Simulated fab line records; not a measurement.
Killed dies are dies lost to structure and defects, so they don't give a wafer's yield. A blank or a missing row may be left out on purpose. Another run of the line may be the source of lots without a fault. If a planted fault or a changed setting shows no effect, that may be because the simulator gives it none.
Chamber matching ; flow sky130 ; SKY_FIELD_ISO_ETCH_17 on rie si-02: 4 sister chambers
The step etches Si in HBr/Cl2/O2, target depth 342 nm, time 97.7 s. 8 wafers are shown with their chamber, then 9 later ones without.

== EACH WAFER AND ITS CHAMBER ==
wafer;chamber;drypump motor current A (A);oes product au (a.u.)
L812.3;0;5.3;1.009
L812.6;1;6.0;0.990
L818.2;0;5.4;1.007
L818.3;1;6.1;1.003
L818.6;3;6.4;1.013
L821.2;3;6.4;1.016
L821.4;2;5.6;0.991
L821.5;2;5.6;0.988

== WAFERS WITHOUT THEIR CHAMBER ==
wafer;drypump motor current A (A);oes product au (a.u.)
L823.1;6.0;0.996
L823.2;5.3;1.017
L823.4;6.4;1.019
L824.1;6.1;0.983
L824.2;5.3;1.014
L824.6;5.3;1.009
L826.1;5.6;0.999
L826.2;6.1;0.986
L826.5;6.1;0.998

== THE CHAMBER EACH PASSED THROUGH ==
wafer;from the rows above;in truth
L823.1;1;1
L823.2;0;0
L823.4;3;3
L824.1;1;1
L824.2;0;0
L824.6;0;0
L826.1;2;2
L826.2;1;1
L826.5;1;1
Correctly placed: 9 of 9. From these rows, 0 cannot be placed. Placed wrongly: 0.
How it was worked out, from the rows above alone: a wafer's distance from a chamber is the root of the sum, over the readings, of the square of ((its reading less the chamber's mean) divided by the reading's scatter). The wafer belongs to the nearest chamber; if the next one is less than 2 further off, it can't be placed. A chamber's mean is the mean of its shown wafers. How the scatter is found: for the shown wafers, subtract from each reading the mean of its chamber, square and add these, divide the total by (wafers less chambers), then take the root.
